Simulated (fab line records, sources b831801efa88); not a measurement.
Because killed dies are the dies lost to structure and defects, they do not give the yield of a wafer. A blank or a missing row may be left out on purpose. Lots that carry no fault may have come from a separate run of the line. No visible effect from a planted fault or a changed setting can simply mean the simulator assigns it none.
Shared-tool check + flow gf180mcu + 39 wafers sampled across 13 lots

== WHY THIS WAS OPENED ==
Of 13 lots, 2 have the reading LVPWELL_TW flagged at GF_LVPWELL_TW_MEAS_11. Fault-free wafers read 560, with a standard deviation of 3.
Rule: a lot gets a flag if all its wafers with a number sit over 4 standard deviations from that mean, or if no wafer of it has a number. The other lots count as sound.

| lot  | measured    | on            | LVPWELL_TW, wafer by wafer | flag    |
|------|-------------|---------------|----------------------------|---------|
| L121 | day 3 22:52 | film metro-02 | 562 562 562                |         |
| L122 | day 4 03:10 | film metro-03 | 553 553 553                |         |
| L123 | day 4 08:34 | film metro-02 | 560 561 561                |         |
| L124 | day 4 13:46 | film metro-02 | 560 563 561                |         |
| L128 | day 5 14:10 | film metro-02 | 564 560 565                |         |
| L131 | day 6 05:10 | film metro-03 | 559 558 561                |         |
| L132 | day 6 09:08 | film metro-03 | 574 576 574                | FLAGGED |
| L133 | day 6 14:38 | film metro-01 | 577 574 573                | FLAGGED |
| L137 | day 7 18:50 | film metro-02 | 565 562 560                |         |
| L138 | day 7 22:04 | film metro-03 | 556 552 555                |         |
| L139 | day 8 05:41 | film metro-02 | 556 559 562                |         |
| L141 | day 8 16:26 | film metro-01 | 561 563 564                |         |
| L144 | day 9 06:05 | film metro-03 | 560 560 560                |         |
The mean of the flagged lots' numbers is 575, +15 from the usual (+5 standard deviations).

== WHICH TOOL RAN EACH LOT ==
The record keeps 1 process step preceding the reading, out of 602 steps on the route. Cell contents, in order: the tool; ch with the chambers the sampled wafers went through; the start.
| lot  | flag    | GF_LVPWELL_IMPLANT_08          |
|------|---------|--------------------------------|
| L121 |         | implanter-01 ch 0, day 3 22:28 |
| L122 |         | implanter-01 ch 0, day 4 02:46 |
| L123 |         | implanter-01 ch 0, day 4 08:10 |
| L124 |         | implanter-01 ch 0, day 4 13:23 |
| L128 |         | implanter-03 ch 0, day 5 13:49 |
| L131 |         | implanter-04 ch 0, day 6 04:46 |
| L132 | FLAGGED | implanter-01 ch 0, day 6 08:46 |
| L133 | FLAGGED | implanter-01 ch 0, day 6 14:14 |
| L137 |         | implanter-04 ch 0, day 7 18:26 |
| L138 |         | implanter-04 ch 0, day 7 21:41 |
| L139 |         | implanter-03 ch 0, day 8 05:17 |
| L141 |         | implanter-03 ch 0, day 8 16:05 |
| L144 |         | implanter-04 ch 0, day 9 05:41 |
What is done by these steps:
- GF_LVPWELL_IMPLANT_08
- GF_LVPWELL_TW_MEAS_11

== FLAGGED OVER TOTAL, TOOL BY TOOL (the gauges that took the reading come last) ==
| step                  | tool          | lots run | flagged | share of the flagged lots | sound lots run after its first flagged lot |
|-----------------------|---------------|----------|---------|---------------------------|--------------------------------------------|
| GF_LVPWELL_IMPLANT_08 | implanter-01  | 6        | 2       | all                       | 0                                          |
| GF_LVPWELL_IMPLANT_08 | implanter-03  | 3        | 0       | none                      | -                                          |
| GF_LVPWELL_IMPLANT_08 | implanter-04  | 4        | 0       | none                      | -                                          |
| GF_LVPWELL_TW_MEAS_11 | film metro-01 | 2        | 1       | some                      | 1 (L141)                                   |
| GF_LVPWELL_TW_MEAS_11 | film metro-02 | 6        | 0       | none                      | -                                          |
| GF_LVPWELL_TW_MEAS_11 | film metro-03 | 5        | 1       | some                      | 2 (L138,L144)                              |

== WHAT IS ALLOWED BY THE TABLE ==
1 row of the table ran every flagged lot: implanter-01 at GF_LVPWELL_IMPLANT_08.
- implanter-01 at GF_LVPWELL_IMPLANT_08 ran 6 lots, 2 of them flagged. Last sound lot L124 at day 4 13:23, first flagged lot L132 at day 6 08:46; a fault beginning in between fits. Its own readings lie more than 4 standard deviations out on every wafer of the flagged lots: dose ions cm2.
implanter-01 at GF_LVPWELL_IMPLANT_08 is the single tool remaining.

== WHAT HAD BEEN PUT IN BY THE SIMULATOR ==
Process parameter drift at GF_LVPWELL_IMPLANT_08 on implanter-01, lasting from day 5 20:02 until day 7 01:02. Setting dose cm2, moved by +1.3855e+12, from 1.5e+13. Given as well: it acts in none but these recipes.
Shown lots that were struck: L132, L133. The rule above found the same.
